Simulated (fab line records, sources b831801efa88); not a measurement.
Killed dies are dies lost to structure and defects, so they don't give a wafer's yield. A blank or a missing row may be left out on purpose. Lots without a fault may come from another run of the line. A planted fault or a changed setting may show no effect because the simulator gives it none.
Chamber matching | flow sky130 | SKY_CONTACT_CMP_04 on cmp-01: 4 sister chambers
The step polishes SiO2. 8 wafers are shown with their chamber, then 12 later ones without.

WAFERS WITH THEIR CHAMBER
wafer  | chamber | motor_current_A (A) | time_to_endpoint_s (s)
L086.6 | 2       | 12.8                | 81
L087.6 | 1       | 14.0                | 76
L088.1 | 0       | 11.5                | 85
L088.4 | 3       | 12.7                | 86
L088.6 | 3       | 12.2                | 81
L088.2 | 2       | 13.0                | 83
L088.3 | 1       | 14.4                | 81
L088.5 | 0       | 12.0                | 84

WAFERS WITHOUT THEIR CHAMBER
wafer  | motor_current_A (A) | time_to_endpoint_s (s)
L090.4 | 12.7                | 83
L090.5 | 12.3                | 85
L090.6 | 13.3                | 83
L093.2 | 13.2                | 82
L093.4 | 12.9                | 82
L093.5 | 13.1                | 81
L094.2 | 13.3                | 80
L094.3 | 13.5                | 77
L094.5 | 13.5                | 80
L094.1 | 12.8                | 81
L094.4 | 11.9                | 76
L094.6 | 13.4                | 80

WHICH CHAMBER EACH WENT THROUGH
wafer  | from the rows above          | in truth
L090.4 | can't be placed: 2 or 3      | 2
L090.5 | can't be placed: 3 or 0 or 2 | 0
L090.6 | can't be placed: 2 or 3      | 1
L093.2 | can't be placed: 2 or 3      | 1
L093.4 | can't be placed: 2 or 3      | 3
L093.5 | can't be placed: 2 or 3      | 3
L094.2 | can't be placed: 2 or 1 or 3 | 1
L094.3 | can't be placed: 1 or 2 or 3 | 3
L094.5 | can't be placed: 2 or 1 or 3 | 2
L094.1 | can't be placed: 2 or 3      | 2
L094.4 | can't be placed: 0 or 3 or 2 | 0
L094.6 | can't be placed: 2 or 1 or 3 | 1
Placed correctly: 0 of 12. Can't be placed from these rows: 12 (the true chamber is among the candidates in 10). Placed wrongly: 0.
How it was worked out, from the rows above alone: a wafer's distance from a chamber is the root of the sum, over the readings, of the square of ((its reading less the chamber's mean) divided by the reading's scatter). The wafer belongs to the nearest chamber; if the next one is less than 2 further off, it can't be placed. A chamber's mean is the mean of its shown wafers. The scatter: the root of (the sum of the squares of (reading less its chamber's mean) over the shown wafers, divided by (wafers less chambers)).
